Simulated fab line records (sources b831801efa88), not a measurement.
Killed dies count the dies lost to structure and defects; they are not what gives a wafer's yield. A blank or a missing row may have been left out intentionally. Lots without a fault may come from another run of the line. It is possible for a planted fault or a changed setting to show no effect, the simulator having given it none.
8D (eight disciplines) problem report, filled in by code | flow sfq-line | the parts of the form that need people (team, actions taken, sign-off) are left out

== 1. THE PROBLEM ==
M3_NB_RS at SFQ_M3_RS_MEAS_919 reads a mean of 0.971 ohm/sq on 1 wafer of 1 lot; wafers without a fault read 0.890 ohm/sq with a standard deviation of 0.011. That puts it +7.4 standard deviations away from the usual mean.
The step: measures by four-point-probe.
Earliest sighting: wafer L566.5 on film-metro-04 at day 44 09:13. At this step, 39 wafers from 13 lots have a number in the record. Rule for "out" (also "out of limits"): further than 4 standard deviations from the usual mean. Any other wafer with a number is counted as sound.

== 2. WHAT IT IS, WHAT IT ISN'T ==
question                    | is                | is not
which readings at this step | M3_NB_RS          | -
which lots                  | L566              | L552, L553, L554, L555, L556, L558, L559, L560, L561, L562, L563, L573
which wafers of those lots  | L566.5            | L566.3, L566.6
read on which gauges        | film-metro-04     | film-metro-02, film-metro-03
when                        | from day 44 09:13 | up to then (35 sound wafers); but 3 sound wafers of L573 came after

== 3. SUSPECTS, AND WHAT RULES EACH OUT ==
Counting: any tool at a process step up to the reading remains a suspect provided it ran every lot that is out. Sound lots after the first of them don't rule it out here, since some wafers of a struck lot are sound.
- the gauge at SFQ_M3_RS_MEAS_919 is ruled out. All the wafers that are out were read on film-metro-04, but those of them that SFQ_TRILAYER_M3_DEP_SPUTTER_073 has rows for are out there too, on other tools.
- cmp-02 at SFQ_TRILAYER_I1_CMP_CMP_046 (polishes SiO2): kept. The lot that is out, L566, ran on it at day 31 04:24; the last sound lot it ran before that was L563, at day 30 03:55.
- pvd-sputter-05 at SFQ_TRILAYER_M3_DEP_SPUTTER_073 (material Nb, target thk 200 nm, time 133.3 s): kept. The lot that is out, L566, ran on it at day 44 09:05; the last sound lot it ran before that was L561, at day 42 17:49. Its own cathode-dc-power-W readings are out on those wafers.
After counting, cmp-02 at SFQ_TRILAYER_I1_CMP_CMP_046 and pvd-sputter-05 at SFQ_TRILAYER_M3_DEP_SPUTTER_073 remain.

== 4. THE CAUSE (what the simulator had put in) ==
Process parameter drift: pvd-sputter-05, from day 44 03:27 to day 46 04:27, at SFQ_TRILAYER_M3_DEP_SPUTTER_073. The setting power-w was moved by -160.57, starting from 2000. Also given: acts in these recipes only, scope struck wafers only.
Counting left 2 suspects, and this tool is among them.

== 5. THE EFFECT CHAIN, in route order ==
Each row: a reading where the mean over the struck wafers with a number is more than 3 standard deviations away from the usual. Only readings whose record carries a usual standard deviation are examined. hours: median over the lots of the time between each lot's start at the first step of this table that gives one and its start at this step. sigmas: the change, counted in usual standard deviations.
hours | step                                | reading            | usual        | on struck wafers | change | sigmas
0     | SFQ_TRILAYER_M3_DEP_SPUTTER_073     | cathode-dc-power-W | 2000.0 W     | 1839.5           | -160.5 | -99 or more
0     | SFQ_M3_RS_MEAS_919                  | M3_NB_RS           | 0.890 ohm/sq | 0.971            | +0.081 | +7.4
125   | SFQ_TRILAYER_M3_ETCH_METAL_ETCH_078 | oes-product-au     | 0.894 a.u.   | 0.853            | -0.041 | -5.5
Process steps it contains:
- SFQ_TRILAYER_M3_DEP_SPUTTER_073: material Nb, target thk 200 nm, time 133.3 s.
- SFQ_TRILAYER_M3_ETCH_METAL_ETCH_078: etches Nb in Cl2/Ar, stops on SiO2, target depth 240 nm, time 120 s.
Later steps that measure or inspect, where all struck wafers having a row at the step show a number for every such reading and not one has moved that far: SFQ_M4_OVL_MEAS_926.

== 6. HOW IT WOULD HAVE BEEN CAUGHT EARLIER ==
The first out-of-limits reading at a measuring or inspecting step in this record came at day 44 09:13, 6 hours after the fault's start at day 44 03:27.
The tool's own readings at SFQ_TRILAYER_M3_DEP_SPUTTER_073 were out on every struck wafer that the step has a row for (cathode-dc-power-W): an alarm limit on them would have fired on the first of those.
By day 44 09:13 the whole set of lots that are out, 1 in number, had already begun SFQ_TRILAYER_M3_DEP_SPUTTER_073 on pvd-sputter-05. Had the tool been put on hold then, not one of them would have been saved.
